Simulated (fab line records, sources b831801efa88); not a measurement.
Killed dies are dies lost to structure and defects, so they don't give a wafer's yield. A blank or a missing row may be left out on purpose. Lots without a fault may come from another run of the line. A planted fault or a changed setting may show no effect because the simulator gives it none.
Which tool did it? | flow sky130 | 15 lots, 45 wafers sampled, at 7 steps of a route of 708

WHAT THE GAUGES READ, wafer by wafer
SKY_VT_ADJUST_HVTP_CD_MEAS_07: target cd 380 nm.
lot  | measured     | on        | cd_nm (nm)
L837 | day 6 17:49  | cd_sem-02 | 380.5 380.3 383.4
L838 | day 6 19:55  | cd_sem-01 | 382.4 381.4 381.3
L839 | day 7 06:22  | cd_sem-02 | 381.6 381.3 380.5
L840 | day 7 14:22  | cd_sem-01 | 376.2 376.1 375.7
L841 | day 7 15:57  | cd_sem-02 | 382.4 384.1 380.1
L842 | day 7 23:14  | cd_sem-02 | 376.7 376.6 376.0
L843 | day 8 05:59  | cd_sem-02 | 381.5 380.5 382.1
L844 | day 8 12:19  | cd_sem-02 | 375.1 374.4 374.1
L845 | day 8 14:28  | cd_sem-02 | 381.1 381.9 382.1
L848 | day 9 17:03  | cd_sem-01 | 383.8 385.3 382.4
L850 | day 10 02:01 | cd_sem-02 | 381.3 381.2 381.8
L851 | day 10 10:59 | cd_sem-02 | 377.9 379.7 378.1
L852 | day 10 13:51 | cd_sem-02 | 382.1 381.0 382.8
L853 | day 10 23:17 | cd_sem-02 | 380.5 378.3 380.5
L854 | day 11 07:15 | cd_sem-02 | 379.5 382.0 382.0

SKY_GATE_OXIDE_OVL_MEAS_10.
lot  | measured     | on         | GATE_OXIDE_OVL (nm)
L837 | day 14 15:38 | overlay-02 | 0.5 -0.4 1.2
L838 | day 14 23:10 | overlay-01 | 0.1 -1.2 -0.6
L839 | day 15 10:58 | overlay-02 | -0.6 -2.5 -2.4
L840 | day 16 00:49 | overlay-01 | -1.5 0.3 -0.2
L841 | day 15 23:34 | overlay-01 | 1.4 -1.6 1.4
L842 | day 16 12:59 | overlay-01 | 1.7 0.2 0.9
L843 | day 16 21:13 | overlay-01 | -0.7 -0.2 0.8
L844 | day 17 12:40 | overlay-02 | -0.4 0.5 1.3
L845 | day 17 12:58 | overlay-02 | -0.3 0.2 0.5
L848 | day 18 16:52 | overlay-02 | 1.5 -0.3 -0.6
L850 | day 19 07:59 | overlay-02 | -0.1 -0.7 -0.4
L851 | day 19 16:34 | overlay-01 | -0.4 -0.5 -1.7
L852 | day 19 22:08 | overlay-01 | -0.4 0.6 -0.5
L853 | day 20 08:27 | overlay-02 | -0.9 0.6 -0.6
L854 | day 21 00:33 | overlay-02 | 3.1 2.9 -1.2

SKY_LDD_HVN_OVL_MEAS_07.
lot  | measured     | on         | LDD_HVN_OVL (nm)
L837 | day 21 03:38 | overlay-02 | 1.0 -0.4 -1.0
L838 | day 21 12:08 | overlay-01 | -1.5 -0.6 -2.3
L839 | day 21 23:34 | overlay-01 | -0.5 -2.6 -0.4
L840 | day 22 19:25 | overlay-02 | 0.9 0.8 0.8
L841 | day 22 15:07 | overlay-02 | 0.9 -0.2 -0.6
L842 | day 23 09:13 | overlay-02 | -1.0 -0.4 -2.3
L843 | day 23 19:55 | overlay-01 | 1.1 0.4 0.0
L844 | day 24 04:49 | overlay-02 | 1.8 0.4 1.1
L845 | day 24 06:28 | overlay-02 | -1.3 -0.8 -0.9
L848 | day 25 11:37 | overlay-02 | 0.8 -0.3 1.0
L850 | day 26 04:52 | overlay-02 | 0.8 2.3 2.9
L851 | day 26 15:01 | overlay-02 | 0.2 1.5 0.0
L852 | day 26 15:40 | overlay-02 | - - -
L853 | day 26 23:14 | overlay-01 | - - -
L854 | day 27 12:53 | overlay-02 | - - -

SKY_LDD_HVP_TW_MEAS_10.
lot  | measured     | on            | LDD_HVP_TW
L837 | day 22 10:13 | film_metro-04 | 451.5 451.7 451.8
L838 | day 22 18:32 | film_metro-02 | 453.9 453.8 452.4
L839 | day 23 06:16 | film_metro-04 | 453.9 453.7 454.9
L840 | day 24 02:16 | film_metro-04 | 453.2 452.4 454.0
L841 | day 23 21:45 | film_metro-02 | 457.8 458.0 458.3
L842 | day 24 15:40 | film_metro-02 | 455.2 460.0 456.4
L843 | day 25 02:57 | film_metro-01 | 452.9 455.1 455.9
L844 | day 25 10:58 | film_metro-02 | 456.3 457.6 457.8
L845 | day 25 12:50 | film_metro-04 | 450.3 449.6 448.1
L848 | day 26 17:31 | film_metro-02 | 458.6 458.6 459.9
L850 | day 27 09:34 | film_metro-02 | 458.8 456.0 454.9
L851 | day 27 19:36 | film_metro-02 | 455.3 456.2 456.8
L852 | day 27 20:30 | film_metro-01 | 1443.8 1438.9 1441.2
L853 | day 28 03:34 | film_metro-02 | 1447.2 1448.2 1454.3
L854 | day 28 17:19 | film_metro-01 | 1438.4 1442.3 1439.6

SKY_LDD_LDN_TW_MEAS_13.
lot  | measured     | on            | LDD_LDN_TW
L837 | day 23 17:01 | film_metro-01 | 1471 1465 1472
L838 | day 24 01:17 | film_metro-01 | 1471 1457 1465
L839 | day 24 12:23 | film_metro-02 | 1489 1485 1484
L840 | day 25 08:58 | film_metro-01 | 1465 1469 1468
L841 | day 25 05:12 | film_metro-01 | 1472 1474 1459
L842 | day 25 21:59 | film_metro-01 | 1470 1474 1468
L843 | day 26 09:24 | film_metro-01 | 1457 1464 1458
L844 | day 26 16:53 | film_metro-02 | 1488 1483 1471
L845 | day 26 18:53 | film_metro-01 | 1458 1460 1452
L848 | day 27 22:58 | film_metro-01 | 1468 1478 1482
L850 | day 28 14:05 | film_metro-03 | 1479 1484 1484
L851 | day 29 00:33 | film_metro-01 | 1463 1454 1467
L852 | day 29 01:12 | film_metro-03 | 1825 1833 1812
L853 | day 29 07:31 | film_metro-02 | 1809 1807 1809
L854 | day 29 22:31 | film_metro-02 | 1816 1811 1817

WHICH TOOL RAN EACH LOT (tool, then ch and the chambers of the sampled wafers, then the start)
lot  | SKY_VT_ADJUST_HVTR_STRIP_10          | SKY_LDD_HVN_COAT_02
L837 | plasma_asher-02 ch 0,1, day 10 05:51 | litho_track-02 ch 0, day 20 12:23
L838 | plasma_asher-01 ch 0,1, day 10 08:19 | litho_track-01 ch 0, day 20 20:13
L839 | plasma_asher-03 ch 0,1, day 10 21:47 | litho_track-01 ch 0, day 21 08:04
L840 | plasma_asher-01 ch 0,1, day 11 06:35 | litho_track-02 ch 0, day 22 04:40
L841 | plasma_asher-01 ch 0,1, day 11 07:52 | litho_track-01 ch 0, day 21 23:53
L842 | plasma_asher-01 ch 0,1, day 11 16:37 | litho_track-01 ch 0, day 22 17:58
L843 | plasma_asher-02 ch 0,1, day 12 01:01 | litho_track-02 ch 0, day 23 04:26
L844 | plasma_asher-02 ch 0,1, day 12 08:49 | litho_track-02 ch 0, day 23 13:31
L845 | plasma_asher-02 ch 0,1, day 12 10:31 | litho_track-02 ch 0, day 23 15:40
L848 | plasma_asher-01 ch 0,1, day 13 18:09 | litho_track-03 ch 0, day 24 21:05
L850 | plasma_asher-03 ch 0,1, day 14 04:10 | litho_track-02 ch 0, day 25 13:13
L851 | plasma_asher-01 ch 0,1, day 14 14:22 | litho_track-01 ch 0, day 26 00:23
L852 | plasma_asher-02 ch 0,1, day 14 16:52 | litho_track-03, day 26 01:04
L853 | plasma_asher-03 ch 0,1, day 15 04:04 | litho_track-02, day 26 09:05
L854 | plasma_asher-03 ch 0,1, day 15 14:56 | litho_track-03, day 26 22:17
- SKY_VT_ADJUST_HVTR_STRIP_10: strips in O2/N2.
- SKY_LDD_HVN_COAT_02: resist thk 300 nm.

WHAT THE TOOLS THEMSELVES READ (means of the sampled wafers that have a number; where no wafer has one, the mark that the record gives instead)
SKY_VT_ADJUST_HVTR_STRIP_10.
lot  | tool            | drypump_motor_current_A (A) | o2_flow_sccm (sccm) | oes_product_au (a.u.) | strip_time_to_endpoint_s (s)
L837 | plasma_asher-02 | 5.2                         | 2999                | 0.717                 | 14.14
L838 | plasma_asher-01 | 6.1                         | 2998                | 0.711                 | 14.16
L839 | plasma_asher-03 | 5.5                         | 2994                | 0.714                 | 14.22
L840 | plasma_asher-01 | 6.4                         | 2994                | 0.715                 | 14.24
L841 | plasma_asher-01 | 6.1                         | 2991                | 0.720                 | 14.19
L842 | plasma_asher-01 | 6.1                         | 2998                | 0.715                 | 14.16
L843 | plasma_asher-02 | 5.2                         | 3005                | 0.711                 | 14.18
L844 | plasma_asher-02 | 5.2                         | 2990                | 0.718                 | 14.25
L845 | plasma_asher-02 | 5.2                         | 3009                | 0.720                 | 14.23
L848 | plasma_asher-01 | 6.4                         | 2997                | 0.717                 | 14.27
L850 | plasma_asher-03 | 5.5                         | 2998                | 0.715                 | 14.18
L851 | plasma_asher-01 | 6.1                         | 3000                | 0.712                 | 14.27
L852 | plasma_asher-02 | 5.2                         | 3006                | 0.715                 | 14.22
L853 | plasma_asher-03 | 5.4                         | 2985                | 0.712                 | 14.21
L854 | plasma_asher-03 | 5.4                         | 2997                | 0.715                 | 14.17

SKY_LDD_HVN_COAT_02.
lot  | tool           | chill_plate_temp_C (C) | dispense_pressure_kPa (kPa)
L837 | litho_track-02 | 23.11                  | 46
L838 | litho_track-01 | 23.03                  | 55
L839 | litho_track-01 | 23.04                  | 55
L840 | litho_track-02 | 23.00                  | 46
L841 | litho_track-01 | 22.97                  | 55
L842 | litho_track-01 | 22.97                  | 55
L843 | litho_track-02 | 23.15                  | 46
L844 | litho_track-02 | 23.07                  | 46
L845 | litho_track-02 | 23.03                  | 46
L848 | litho_track-03 | 23.12                  | 48
L850 | litho_track-02 | 23.09                  | 46
L851 | litho_track-01 | 23.10                  | 55
L852 | litho_track-03 | -                      | -
L853 | litho_track-02 | -                      | -
L854 | litho_track-03 | -                      | -

THE ANSWER, worked out from the rows above alone
Rule: what is usual is taken from the lots themselves. Put in order of their means at a reading, lots are off if they are a third of the lots or fewer, leave a main group of 4 or more, and stand apart from it by a gap of 3 or more times the standard deviation of the main group's means; of several such gaps the widest counts. A main group whose means are all the same, to the digits that the tables above print for the reading, isn't used. A lot without any number at a reading at which 4 lots or more have one is off too. The other lots that the step has rows for count as sound. The gauges are gone through in route order, then the tools' own readings, and for those a lot's mean is taken as printed above. The first step at which some lot is off is used, and at that step the reading that is off furthest; a lot without a number counts as furthest.
Off: L852, L853, L854, at SKY_LDD_HVN_OVL_MEAS_07 (LDD_HVN_OVL). Without a number there: L852, L853, L854. The main group: mean 0.0 nm, standard deviation 1.
A tool fits if, at a process step before that reading, it ran every lot that is off, and no sound lot after the first of them. The gauges at SKY_LDD_HVN_OVL_MEAS_07 aren't tried: what is off there is off at SKY_LDD_HVP_TW_MEAS_10 too, on other tools, and a gauge's error can't cause that. None of those tried fits.

WHAT THE SIMULATOR HAD PUT IN
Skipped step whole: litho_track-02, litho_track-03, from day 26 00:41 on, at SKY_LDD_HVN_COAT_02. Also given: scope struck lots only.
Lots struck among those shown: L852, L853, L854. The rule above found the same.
